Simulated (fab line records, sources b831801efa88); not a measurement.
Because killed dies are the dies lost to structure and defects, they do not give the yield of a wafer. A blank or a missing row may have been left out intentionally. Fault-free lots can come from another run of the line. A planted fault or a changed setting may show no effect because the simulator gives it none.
Lot-split experiment    flow sfq-line    5 lots, 23 wafers read, on a route of 325 steps

SPLIT DETAILS
At SFQ_TRILAYER_JJ_TRILAYER_DEP_SPUTTER_110 (material Al, target thk 8 nm, time 10 s), the setting chamber-pressure-pa was moved away from the recipe's 0.4 Pa on 20 of the 23 wafers read, by -9.8% to +13.9%. This setting was run at the recipe's value on the other wafers.

The split's own step is where the reading is taken.

THE READING
Al_of_TRILAYER_JJ_TRILAYER_DEP_SPUTTER_110.thk-nm (the simulator's own value, which no gauge read), in nm, at SFQ_TRILAYER_JJ_TRILAYER_DEP_SPUTTER_110 (material Al, target thk 8 nm, time 10 s). The file does not state a usual value for it. Across the 3 wafers here that went through the recipe, the average is 8.060 nm and the standard deviation 0.046 nm.

wafer   tool, chamber at the split  chamber-pressure-pa as run, Pa  against the recipe  Al_of_TRILAYER_JJ_TRILAYER_DEP_SPUTTER_110.thk-nm, nm  against lot-mates on the recipe
L075.1  pvd-sputter-06, -           0.4558                          +13.9%              7.869                                                  no lot-mate on the recipe
L075.2  pvd-sputter-06, -           0.4558                          +13.9%              7.896                                                  no lot-mate on the recipe
L075.3  pvd-sputter-06, -           0.4558                          +13.9%              7.881                                                  no lot-mate on the recipe
L075.4  pvd-sputter-06, -           0.4558                          +13.9%              7.826                                                  no lot-mate on the recipe
L075.5  pvd-sputter-06, -           0.4558                          +13.9%              7.963                                                  no lot-mate on the recipe
L076.1  pvd-sputter-03, -           0.4509                          +12.7%              7.777                                                  no lot-mate on the recipe
L076.2  pvd-sputter-03, -           0.4509                          +12.7%              7.711                                                  no lot-mate on the recipe
L076.3  pvd-sputter-03, -           0.4509                          +12.7%              7.758                                                  no lot-mate on the recipe
L076.4  pvd-sputter-03, -           0.4509                          +12.7%              7.821                                                  no lot-mate on the recipe
L076.5  pvd-sputter-03, -           0.4509                          +12.7%              7.849                                                  no lot-mate on the recipe
L079.1  pvd-sputter-03, -           0.3608                          -9.8%               8.431                                                  no lot-mate on the recipe
L079.3  pvd-sputter-03, -           0.3608                          -9.8%               8.467                                                  no lot-mate on the recipe
L079.4  pvd-sputter-03, -           0.3608                          -9.8%               8.494                                                  no lot-mate on the recipe
L079.5  pvd-sputter-03, -           0.3608                          -9.8%               8.411                                                  no lot-mate on the recipe
L079.6  pvd-sputter-03, -           0.3608                          -9.8%               8.529                                                  no lot-mate on the recipe
L082.1  pvd-sputter-03, -           0.4                             recipe              8.102                                                  -
L082.2  pvd-sputter-03, -           0.4                             recipe              8.083                                                  -
L082.4  pvd-sputter-03, -           0.4                             recipe              7.996                                                  -
L085.1  pvd-sputter-04, -           0.3703                          -7.4%               8.076                                                  no lot-mate on the recipe
L085.2  pvd-sputter-04, -           0.3703                          -7.4%               8.304                                                  no lot-mate on the recipe
L085.3  pvd-sputter-04, -           0.3703                          -7.4%               8.215                                                  no lot-mate on the recipe
L085.4  pvd-sputter-04, -           0.3703                          -7.4%               8.274                                                  no lot-mate on the recipe
L085.6  pvd-sputter-04, -           0.3703                          -7.4%               8.244                                                  no lot-mate on the recipe

FIT RESULTS
A straight line over all 23 wafers: Al_of_TRILAYER_JJ_TRILAYER_DEP_SPUTTER_110.thk-nm changes by -0.0233 nm for each +1% of chamber-pressure-pa; r = -0.93; the points scatter about the line by 0.1 nm.
Too few moved wafers have a lot-mate on the recipe to fit a line with each lot's own level taken away.

FILE'S OWN FIT
Al_of_TRILAYER_JJ_TRILAYER_DEP_SPUTTER_110.thk-nm changes by -0.0233 nm for each +1% of chamber-pressure-pa, r = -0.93.
